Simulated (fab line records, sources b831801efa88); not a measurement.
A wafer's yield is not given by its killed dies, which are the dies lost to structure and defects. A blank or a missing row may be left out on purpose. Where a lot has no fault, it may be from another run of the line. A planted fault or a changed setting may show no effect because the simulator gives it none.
fab line records | flow sky130
[record] lots = 24 wafers = 72 lastDay = 50
route steps=708 shown DNWELL@43 METAL2@485 VIA3@576 METAL4@598
lots that met no fault: taken from a fault-free run of the same line
startH: the number of hours between the record's first day and the start of the first shown wafer of the lot | waitH: hours since the lot's step before | " the same as in the row above | L1.1+2: one row covering several wafers at once | - no value, or no start was given | * or withheld: withheld | < > ~ a bound
route shown NAME@n: names a module that has steps shown in the file, with the first one's number in the route | usual: mean/standard deviation of fault-free wafers | same: alike in all rows | chamber/n: place in a boat | sites: per-site readings | _std_site: the standard deviation of these | _edge_site: outer sites' mean less inner sites' | radiusMm: for every site, how far away it sits from the centre of the wafer | mask NAME#n: copy n | behind: tool/chamber where the wafer was last shaped | hold: why the lot was held/for how many hours/how that ended | device: the n, p or np transistor that did not switch | end of line: the route-end tests of the same wafers | a step with no rows: only its recipe | killed: not the wafer's yield, but the dies lost to structure and defects at the first sort | map: per-die view of a wafer (x killed, . not killed, _ where there is no die)
set.NAME: the run value of the setting; set.NAME@STEP: its run value at that earlier step | model.NAME: the simulator's own value behind a step, which no gauge read
one table for each step of the route and one row for each wafer, over a sample of lots
services: the hour from which a tool's chamber was out of use, counted from the record's first day as startH (under 0 if before that day), plus the number of hours and why
[[steps]]
[step SKY_DNWELL_STRIP_08]
[recipe] chemistry = O2/N2 powerW = 1400 pressureMtorr = 1500 platenTempC = withheld o2FlowSccm = 3000 n2FlowSccm = 300 overashFraction = 0.5
[usual] drypumpMotorCurrentA = 5.9/0.34 oesProductAu = 0.722/0.0046 stripTimeToEndpointS = 36.94/0.11
// columns lot.wafer tool chamber startH waitH drypumpMotorCurrentA oesProductAu rfHoursCounterH stripTimeToEndpointS
L074.1 plasmaAsher-02 0 49.17 0.1 5.9 0.720 39 36.88
L074.3 " 1 " " 6.1 0.728 - 36.90
L074.5 " 1 " " 6.1 0.719 - 36.82
L075.4 plasmaAsher-03 1 58.91 0.1 6.4 0.725 - 36.77
L075.5 " 1 " " 6.4 0.721 - 36.90
L075.6 " 0 " " 5.4 0.729 - 36.72
L076.2 plasmaAsher-02 1 62.79 0.1 6.1 0.717 40 36.89
L076.4 " 0 " " 5.8 0.714 - 36.89
L076.5 " 0 " " 5.8 0.722 - 37.00
L077.2 plasmaAsher-02 0 68.02 0.1 5.8 0.721 41 36.88
L077.3 " 0 " " 5.8 0.722 - 36.79
L077.6 " 1 " " 6.1 0.731 - 37.11
L078.1 plasmaAsher-03 0 73.09 0.1 5.4 0.720 39 36.72
L078.2 " 1 " " 6.4 0.710 39 36.79
L078.3 " 1 " " 6.4 0.714 - 36.75
L079.3 plasmaAsher-03 0 83.42 0.1 5.4 0.715 - 36.89
L079.4 " 1 " " 6.4 0.718 - 36.85
L079.6 " 0 " " 5.4 0.716 - 36.87
L080.2 plasmaAsher-04 0 94.82 0.1 5.6 0.723 44 37.05
L080.3 " 0 " " 5.6 0.725 - 37.08
L080.4 " 1 " " 6.0 0.727 - 37.11
L081.1 plasmaAsher-04 1 95.17 0.1 5.9 0.723 44 37.01
L081.5 " 1 " " 5.9 0.724 - 36.97
L081.6 " 0 " " 5.6 0.727 - 37.03
L082.1 plasmaAsher-03 0 103.09 0.1 5.4 0.723 43 37.03
L082.2 " 1 " " 6.5 0.719 43 37.03
L082.5 " 1 " " 6.4 0.718 - 37.19
L083.1 plasmaAsher-04 1 106.41 0.1 5.9 0.727 46 36.95
L083.3 " 1 " " 5.9 0.727 - 36.89
L083.5 " 0 " " 5.6 0.720 - 36.97
L084.3 plasmaAsher-04 0 107.37 0.1 5.6 0.723 - 36.99
L084.5 " 1 " " 5.9 0.729 - 36.88
L084.6 " 0 " " 5.6 0.725 - 36.93
L085.3 plasmaAsher-04 1 113.19 0.1 5.9 0.717 - 37.10
L085.4 " 0 " " 5.6 0.724 - 37.23
L085.6 " 1 " " 5.9 0.721 - 36.97
L086.1 plasmaAsher-02 1 118.76 0.1 6.1 0.722 48 36.85
L086.3 " 1 " " 6.2 0.729 - 36.83
L086.4 " 0 " " 5.9 0.723 - 36.88
L087.3 plasmaAsher-03 1 124.97 0.1 6.4 0.717 - 36.84
L087.4 " 0 " " 5.4 0.730 - 36.84
L087.6 " 0 " " 5.4 0.720 - 36.83
L088.1 plasmaAsher-04 0 129.55 0.1 5.6 0.720 49 36.91
L088.2 " 1 " " 5.9 0.721 49 36.99
L088.4 " 0 " " 5.6 0.722 - 36.99
L089.2 plasmaAsher-03 0 135.09 0.1 5.4 0.719 2 36.95
L089.4 " 1 " " 6.4 0.726 - 36.75
L089.5 " 1 " " 6.4 0.726 - 36.81
L090.3 plasmaAsher-03 1 139.14 0.1 6.4 0.724 - 36.91
L090.5 " 0 " " 5.4 0.731 - 36.86
L090.6 " 1 " " 6.4 0.727 - 36.94
L091.2 plasmaAsher-02 1 144.14 0.1 6.1 0.726 51 37.06
L091.4 " 0 " " 5.9 0.727 - 36.82
L091.5 " 1 " " 6.1 0.713 - 36.95
L092.4 plasmaAsher-04 0 151.71 0.1 5.6 0.723 - 37.16
L092.5 " 0 " " 5.6 0.720 - 37.15
L092.6 " 1 " " 5.9 0.720 - 37.10
L093.1 plasmaAsher-04 1 159.62 0.1 5.9 0.726 52 37.02
L093.5 " 0 " " 5.6 0.722 - 36.81
L093.6 " 1 " " 5.9 0.716 - 36.99
L094.3 plasmaAsher-02 1 175.47 0.1 6.1 0.717 - 36.94
L094.4 " 0 " " 5.9 0.716 - 36.98
L094.5 " 1 " " 6.1 0.722 - 36.89
L095.1 plasmaAsher-04 0 187.71 0.1 5.6 0.724 56 37.08
L095.3 " 1 " " 5.9 0.731 - 36.93
L095.6 " 0 " " 5.6 0.717 - 37.10
L096.1 plasmaAsher-03 1 187.77 0.1 6.5 0.719 6 36.90
L096.3 " 1 " " 6.4 0.714 - 36.93
L096.6 " 1 " " 6.4 0.717 - 36.83
L097.1 plasmaAsher-02 1 188.12 0.1 6.1 0.720 55 36.91
L097.2 " 0 " " 5.8 0.733 55 36.89
L097.3 " 1 " " 6.1 0.722 - 36.96
[step SKY_METAL2_SPUTTER_02]
[recipe] material = AlCu targetThkNm = 250 powerW = 10600 timeS = 13.3 chamberPressurePa = 0.4
[usual] throttleValvePct = 30.1/1.3
// columns lot.wafer tool chamber startH waitH throttleValvePct
L074.1 pvdSputter-02 - 773.33 0.0 30.4
L074.3 " - " " 28.4
L074.5 " - " " 30.0
L075.4 pvdSputter-02 - 785.18 0.0 28.4
L075.5 " - " " 30.4
L075.6 " - " " 28.4
L076.2 pvdSputter-02 - 794.62 0.0 30.3
L076.4 " - " " 28.2
L076.5 " - " " 28.3
L077.2 pvdSputter-02 - 806.31 0.0 30.5
L077.3 " - " " 29.0
L077.6 " - " " 29.8
L078.1 pvdSputter-01 - 820.98 0.0 30.3
L078.2 " - " " 30.3
L078.3 " - " " 30.8
L079.3 pvdSputter-04 - 834.57 0.0 32.0
L079.4 " - " " 28.4
L079.6 " - " " 29.4
L080.2 pvdSputter-04 - 840.64 0.0 32.2
L080.3 " - " " 28.6
L080.4 " - " " 32.0
L081.1 pvdSputter-01 - 843.64 0.0 30.7
L081.5 " - " " 30.8
L081.6 " - " " 30.3
L082.1 pvdSputter-04 - 858.48 0.0 32.0
L082.2 " - " " 32.1
L082.5 " - " " 29.6
L084.3 pvdSputter-04 - 864.78 0.0 32.0
L084.5 " - " " 32.2
L084.6 " - " " 32.0
L083.1 pvdSputter-04 - 867.29 0.0 32.2
L083.3 " - " " 28.2
L083.5 " - " " 29.4
L085.3 pvdSputter-02 - 869.38 0.0 28.4
L085.4 " - " " 30.3
L085.6 " - " " 28.4
L086.1 pvdSputter-04 - 878.38 0.0 32.2
L086.3 " - " " 29.3
L086.4 " - " " 28.5
L087.3 pvdSputter-01 - 887.50 0.0 29.6
L087.4 " - " " 30.9
L087.6 " - " " 30.6
L088.1 pvdSputter-04 - 892.56 0.0 28.5
L088.2 " - " " 32.3
L088.4 " - " " 29.7
L090.3 pvdSputter-01 - 923.75 0.0 30.3
L090.5 " - " " 29.8
L090.6 " - " " 30.6
L091.2 pvdSputter-04 - 923.80 0.0 32.2
L091.4 " - " " 32.1
L091.5 " - " " 28.4
L089.2 pvdSputter-02 - 924.24 0.0 29.2
L089.4 " - " " 28.4
L089.5 " - " " 29.1
L092.4 pvdSputter-02 - 925.54 0.0 28.3
L092.5 " - " " 28.3
L092.6 " - " " 30.1
L093.1 pvdSputter-04 - 934.53 0.0 32.2
L093.5 " - " " 28.1
L093.6 " - " " 32.3
L094.3 pvdSputter-01 - 950.87 0.0 29.5
L094.4 " - " " 30.5
L094.5 " - " " 29.3
L096.1 pvdSputter-01 - 968.03 0.0 30.0
L096.3 " - " " 29.7
L096.6 " - " " 30.6
L095.1 pvdSputter-04 - 968.33 0.0 31.9
L095.3 " - " " 29.2
L095.6 " - " " 29.5
L097.1 pvdSputter-01 - 972.74 0.0 31.0
L097.2 " - " " 30.7
L097.3 " - " " 30.2
[step SKY_VIA3_BOW_MEAS_03]
[recipe] mode = bow
[usual] VIA3_BOW = 81/7.9
// columns lot.wafer tool chamber startH waitH VIA3_BOW[um]
L074.1 filmMetro-02 - 883.01 0.2 89
L074.3 " - " " 83
L074.5 " - " " 84
L075.4 filmMetro-04 - 895.52 0.2 88
L075.5 " - " " 80
L075.6 " - " " 79
L076.2 filmMetro-02 - 903.53 0.3 74
L076.4 " - " " 86
L076.5 " - " " 84
L077.2 filmMetro-04 - 915.77 0.2 81
L077.3 " - " " 87
L077.6 " - " " 88
L078.1 filmMetro-04 - 929.40 0.2 91
L078.2 " - " " 93
L078.3 " - " " 92
L079.3 filmMetro-02 - 943.54 0.3 75
L079.4 " - " " 70
L079.6 " - " " 75
L080.2 filmMetro-01 - 946.97 0.3 82
L080.3 " - " " 96
L080.4 " - " " 92
L081.1 filmMetro-01 - 955.19 0.2 78
L081.5 " - " " 77
L081.6 " - " " 87
L082.1 filmMetro-01 - 962.60 0.1 76
L082.2 " - " " 75
L082.5 " - " " 71
L084.3 filmMetro-02 - 970.79 0.2 69
L084.5 " - " " 74
L084.6 " - " " 73
L083.1 filmMetro-02 - 973.40 0.2 76
L083.3 " - " " 87
L083.5 " - " " 80
L085.3 filmMetro-01 - 973.72 0.3 74
L085.4 " - " " 76
L085.6 " - " " 96
L086.1 filmMetro-04 - 983.02 0.1 72
L086.3 " - " " 76
L086.4 " - " " 86
L087.3 filmMetro-04 - 989.44 0.1 86
L087.4 " - " " 76
L087.6 " - " " 76
L088.1 filmMetro-01 - 995.46 0.2 65
L088.2 " - " " 66
L088.4 " - " " 74
L090.3 filmMetro-02 - 1023.56 0.1 82
L090.5 " - " " 73
L090.6 " - " " 88
L091.2 filmMetro-02 - 1024.27 0.1 82
L091.4 " - " " 91
L091.5 " - " " 78
L089.2 filmMetro-04 - 1024.57 0.1 69
L089.4 " - " " 86
L089.5 " - " " 82
L092.4 filmMetro-04 - 1024.91 0.2 88
L092.5 " - " " 83
L092.6 " - " " 91
L093.1 filmMetro-04 - 1033.28 0.1 88
L093.5 " - " " 85
L093.6 " - " " 78
L094.3 filmMetro-04 - 1049.01 0.2 90
L094.4 " - " " 95
L094.5 " - " " 96
L096.1 filmMetro-01 - 1063.47 0.1 92
L096.3 " - " " 76
L096.6 " - " " 80
L095.1 filmMetro-01 - 1064.78 0.1 74
L095.3 " - " " 84
L095.6 " - " " 80
L097.1 filmMetro-02 - 1068.63 0.1 72
L097.2 " - " " 70
L097.3 " - " " 73
[step SKY_VIA3_RS_MEAS_22]
[recipe] thkMeasGauge = four-point-probe reads = W_of_VIA3_CVD_21+TiN_of_VIA3_SPUTTER_20
[usual] VIA3_W_RS = 0.2934/0.0025
// columns lot.wafer tool chamber startH waitH VIA3_W_RS[ohm/sq]
L074.1 filmMetro-01 - 909.34 0.1 0.2934
L074.3 " - " " 0.2910
L074.5 " - " " 0.2922
L075.4 filmMetro-04 - 921.70 0.1 0.2902
L075.5 " - " " 0.2909
L075.6 " - " " 0.2925
L076.2 filmMetro-01 - 929.32 0.1 0.2967
L076.4 " - " " 0.2900
L076.5 " - " " 0.2925
L077.2 filmMetro-02 - 940.10 0.1 0.3017
L077.3 " - " " 0.2961
L077.6 " - " " 0.2956
L078.1 filmMetro-04 - 954.86 0.1 0.2933
L078.2 " - " " 0.2939
L078.3 " - " " 0.2918
L079.3 filmMetro-04 - 969.35 0.1 0.2919
L079.4 " - " " 0.2891
L079.6 " - " " 0.2939
L080.2 filmMetro-04 - 972.80 0.1 0.2958
L080.3 " - " " 0.2963
L080.4 " - " " 0.2971
L081.1 filmMetro-01 - 979.90 0.1 0.2941
L081.5 " - " " 0.2932
L081.6 " - " " 0.2969
L082.1 filmMetro-01 - 987.60 0.1 0.2923
L082.2 " - " " 0.2913
L082.5 " - " " 0.2939
L084.3 filmMetro-02 - 995.44 0.2 0.2893
L084.5 " - " " 0.2950
L084.6 " - " " 0.2910
L083.1 filmMetro-02 - 997.70 0.1 0.2947
L083.3 " - " " 0.2917
L083.5 " - " " 0.2950
L085.3 filmMetro-04 - 998.22 0.2 0.2942
L085.4 " - " " 0.2950
L085.6 " - " " 0.2977
L086.1 filmMetro-01 - 1007.95 0.2 0.2905
L086.3 " - " " 0.2904
L086.4 " - " " 0.2923
L087.3 filmMetro-04 - 1012.94 0.1 0.2951
L087.4 " - " " 0.2962
L087.6 " - " " 0.2962
L088.1 filmMetro-01 - 1019.19 0.1 0.2883
L088.2 " - " " 0.2902
L088.4 " - " " 0.2878
L090.3 filmMetro-01 - 1046.98 0.1 0.2880
L090.5 " - " " 0.2915
L090.6 " - " " 0.2909
L091.2 filmMetro-04 - 1047.57 0.1 0.2928
L091.4 " - " " 0.2950
L091.5 " - " " 0.2908
L089.2 filmMetro-01 - 1047.66 0.1 0.2924
L089.4 " - " " 0.2927
L089.5 " - " " 0.2956
L092.4 filmMetro-01 - 1048.02 0.1 0.2956
L092.5 " - " " 0.2920
L092.6 " - " " 0.2954
L093.1 filmMetro-01 - 1056.20 0.1 0.2913
L093.5 " - " " 0.2930
L093.6 " - " " 0.2968
L094.3 filmMetro-01 - 1071.52 0.1 0.2922
L094.4 " - " " 0.2921
L094.5 " - " " 0.2935
L096.1 filmMetro-02 - 1085.50 0.1 0.2969
L096.3 " - " " 0.2946
L096.6 " - " " 0.2966
L095.1 filmMetro-02 - 1086.31 0.1 0.2914
L095.3 " - " " 0.2927
L095.6 " - " " 0.2912
L097.1 filmMetro-04 - 1090.32 0.1 0.2973
L097.2 " - " " 0.2934
L097.3 " - " " 0.2902
[step SKY_METAL4_SPUTTER_00]
[recipe] material = Ti targetThkNm = 15 powerW = 3000 timeS = 10 chamberPressurePa = 0.4
[usual] throttleValvePct = 30.2/1.1
// columns lot.wafer tool chamber startH waitH throttleValvePct
L074.1 pvdSputter-03 - 909.82 0.2 28.6
L074.3 " - " " 30.4
L074.5 " - " " 30.8
L075.4 pvdSputter-01 - 922.12 0.2 30.2
L075.5 " - " " 30.4
L075.6 " - " " 29.3
L076.2 pvdSputter-04 - 929.78 0.1 29.6
L076.4 " - " " 32.0
L076.5 " - " " 32.2
L077.2 pvdSputter-01 - 940.56 0.2 29.7
L077.3 " - " " 30.5
L077.6 " - " " 30.4
L078.1 pvdSputter-01 - 955.34 0.1 29.8
L078.2 " - " " 30.6
L078.3 " - " " 30.4
L079.3 pvdSputter-03 - 969.79 0.2 28.3
L079.4 " - " " 29.3
L079.6 " - " " 30.3
L080.2 pvdSputter-03 - 973.26 0.2 28.7
L080.3 " - " " 30.5
L080.4 " - " " 29.4
L081.1 pvdSputter-04 - 980.38 0.1 29.3
L081.5 " - " " 32.1
L081.6 " - " " 29.2
L082.1 pvdSputter-04 - 988.08 0.1 32.3
L082.2 " - " " 28.5
L082.5 " - " " 32.2
L084.3 pvdSputter-03 - 995.88 0.2 30.9
L084.5 " - " " 30.4
L084.6 " - " " 30.8
L083.1 pvdSputter-03 - 998.18 0.2 28.5
L083.3 " - " " 29.2
L083.5 " - " " 31.0
L085.3 pvdSputter-01 - 998.66 0.1 30.1
L085.4 " - " " 30.6
L085.6 " - " " 30.5
L086.1 pvdSputter-03 - 1008.63 0.2 30.2
L086.3 " - " " 28.5
L086.4 " - " " 31.1
L087.3 pvdSputter-03 - 1013.38 0.2 28.5
L087.4 " - " " 29.3
L087.6 " - " " 28.5
L088.1 pvdSputter-01 - 1019.84 0.2 30.4
L088.2 " - " " 29.6
L088.4 " - " " 30.7
L090.3 pvdSputter-03 - 1047.43 0.1 31.0
L090.5 " - " " 30.0
L090.6 " - " " 31.1
L091.2 pvdSputter-03 - 1048.03 0.1 29.5
L091.4 " - " " 30.1
L091.5 " - " " 30.2
L089.2 pvdSputter-04 - 1048.17 0.2 29.4
L089.4 " - " " 32.3
L089.5 " - " " 31.9
L092.4 pvdSputter-04 - 1048.44 0.1 32.2
L092.5 " - " " 32.5
L092.6 " - " " 31.9
L093.1 pvdSputter-03 - 1056.68 0.2 31.0
L093.5 " - " " 29.4
L093.6 " - " " 30.9
L094.3 pvdSputter-03 - 1071.96 0.1 30.3
L094.4 " - " " 29.2
L094.5 " - " " 30.2
L096.1 pvdSputter-01 - 1085.98 0.1 30.4
L096.3 " - " " 29.6
L096.6 " - " " 30.3
L095.1 pvdSputter-04 - 1086.88 0.2 28.5
L095.3 " - " " 29.1
L095.6 " - " " 28.6
L097.1 pvdSputter-01 - 1090.80 0.1 30.6
L097.2 " - " " 30.6
L097.3 " - " " 29.4
[step SKY_METAL4_ETCH_16]
[recipe] chemistry = N2/H2 target = BARC ionEnergyEv = 200 biasW = 100 pressureMtorr = 30 n2FlowSccm = 100 h2FlowSccm = 200 icpW = 500 stopOn = SiO2 timeS = 88.2 targetDepthA = 600
[usual] drypumpMotorCurrentA = 5.90/0.26 oesProductAu = 0.626/0.0049 throttleValvePct = 13.205/0.009
// columns lot.wafer tool chamber startH waitH drypumpMotorCurrentA oesProductAu rfHoursCounterH throttleValvePct
L074.1 rieMetal-03 0 960.10 0.0 6.29 0.625 14 13.203
L074.3 " 1 " " 5.70 0.623 - 13.186
L074.5 " 0 " " 6.31 0.628 - 13.208
L075.4 rieMetal-03 1 970.91 0.0 5.69 0.633 - 13.198
L075.5 " 0 " " 6.32 0.617 - 13.204
L075.6 " 1 " " 5.69 0.623 - 13.203
L076.2 rieMetal-04 0 978.81 0.0 5.45 0.635 8 13.197
L076.4 " 1 " " 6.24 0.622 - 13.221
L076.5 " 1 " " 6.25 0.625 - 13.198
L077.2 rieMetal-01 1 989.01 0.0 5.82 0.622 10 13.198
L077.3 " 1 " " 5.81 0.623 - 13.200
L077.6 " 0 " " 5.88 0.620 - 13.202
L078.1 rieMetal-04 1 1002.81 0.0 6.25 0.626 13 13.197
L078.2 " 0 " " 5.53 0.627 9 13.213
L078.3 " 1 " " 6.24 0.632 - 13.195
L079.3 rieMetal-01 1 1017.19 0.0 5.85 0.627 - 13.201
L079.4 " 0 " " 5.87 0.625 - 13.207
L079.6 " 1 " " 5.84 0.630 - 13.203
L080.2 rieMetal-01 1 1019.91 0.0 5.84 0.626 12 13.200
L080.3 " 0 " " 5.90 0.622 - 13.183
L080.4 " 1 " " 5.84 0.628 - 13.189
L081.1 rieMetal-03 0 1027.46 0.0 6.30 0.621 17 13.205
L081.5 " 0 " " 6.27 0.635 - 13.210
L081.6 " 1 " " 5.68 0.624 - 13.209
L082.1 rieMetal-03 0 1033.96 0.0 6.28 0.628 17 13.207
L082.2 " 1 " " 5.70 0.626 22 13.212
L082.5 " 0 " " 6.28 0.629 - 13.212
L084.3 rieMetal-01 0 1041.76 0.0 5.85 0.634 - 13.200
L084.5 " 1 " " 5.84 0.626 - 13.201
L084.6 " 0 " " 5.85 0.625 - 13.208
L083.1 rieMetal-01 0 1045.36 0.0 5.87 0.633 14 13.207
L083.3 " 1 " " 5.81 0.630 - 13.214
L083.5 " 0 " " 5.87 0.632 - 13.216
L085.3 rieMetal-04 1 1045.74 0.0 6.28 0.623 - 13.188
L085.4 " 0 " " 5.48 0.626 - 13.195
L085.6 " 1 " " 6.29 0.632 - 13.215
L086.1 rieMetal-04 0 1054.18 0.0 5.47 0.618 12 13.207
L086.3 " 0 " " 5.47 0.629 - 13.211
L086.4 " 1 " " 6.23 0.624 - 13.191
L087.3 rieMetal-01 1 1056.84 0.0 5.80 0.624 - 13.203
L087.4 " 0 " " 5.87 0.638 - 13.197
L087.6 " 1 " " 5.82 0.623 - 13.214
L088.1 rieMetal-01 0 1064.43 0.0 5.84 0.632 16 13.219
L088.2 " 1 " " 5.82 0.630 14 13.211
L088.4 " 0 " " 5.84 0.626 - 13.213
L090.3 rieMetal-03 0 1090.56 0.1 6.29 0.629 - 13.209
L090.5 " 0 " " 6.28 0.632 - 13.232
L090.6 " 0 " " 6.30 0.615 - 13.219
L091.2 rieMetal-01 1 1090.81 0.0 5.81 0.614 16 13.206
L091.4 " 1 " " 5.83 0.623 - 13.199
L091.5 " 1 " " 5.83 0.622 - 13.214
L089.2 rieMetal-01 0 1091.17 0.0 5.90 0.621 18 13.215
L089.4 " 0 " " 5.89 0.629 - 13.202
L089.5 " 1 " " 5.82 0.627 - 13.201
L092.4 rieMetal-01 0 1091.54 0.0 5.86 0.633 - 13.203
L092.5 " 1 " " 5.84 0.622 - 13.207
L092.6 " 0 " " 5.89 0.625 - 13.211
L093.1 rieMetal-01 0 1098.93 0.0 5.87 0.629 18 13.202
L093.5 " 0 " " 5.86 0.623 - 13.196
L093.6 " 1 " " 5.83 0.629 - 13.203
L094.3 rieMetal-01 1 1113.64 0.0 5.82 0.631 - 13.199
L094.4 " 0 " " 5.85 0.625 - 13.196
L094.5 " 0 " " 5.88 0.623 - 13.197
L096.1 rieMetal-03 0 1126.06 0.0 6.30 0.622 25 13.213
L096.3 " 0 " " 6.33 0.620 - 13.200
L096.6 " 1 " " 5.70 0.624 - 13.219
L095.1 rieMetal-04 1 1126.88 0.0 6.26 0.618 22 13.210
L095.3 " 1 " " 6.24 0.632 - 13.215
L095.6 " 0 " " 5.48 0.630 - 13.207
L097.1 rieMetal-04 1 1131.11 0.0 6.27 0.631 22 13.198
L097.2 " 0 " " 5.48 0.632 18 13.198
L097.3 " 1 " " 6.25 0.627 - 13.209
[[services]]
// columns tool chamber startH hours kind
pvdSputter-01 - 61.47 3.4 repair
pvdSputter-01 - 114.18 2.7 repair
rieMetal-01 - 156.59 0.5 repair
rieMetal-01 - 158.02 2.8 pm
pvdSputter-01 - 193.84 4.9 repair
pvdSputter-01 - 215.10 2.6 repair
pvdSputter-04 - 384.09 7.3 repair
rieMetal-01 - 410.92 18.6 repair
pvdSputter-04 - 516.71 3.3 repair
pvdSputter-04 - 615.04 5.3 repair
rieMetal-01 - 627.63 1.2 repair
pvdSputter-01 - 633.99 3.2 repair
pvdSputter-04 - 655.27 3.0 repair
pvdSputter-04 - 673.95 0.9 repair
pvdSputter-01 - 686.96 4.5 repair
pvdSputter-04 - 728.96 1.7 repair
pvdSputter-04 - 829.68 2.6 repair
pvdSputter-04 - 842.94 2.8 repair
pvdSputter-01 - 892.39 7.3 repair
pvdSputter-04 - 905.54 3.6 repair
pvdSputter-01 - 984.57 1.2 repair
pvdSputter-01 - 1015.28 2.1 repair
pvdSputter-04 - 1036.32 7.4 repair
pvdSputter-01 - 1058.95 10.0 repair
[[key]]
fault none
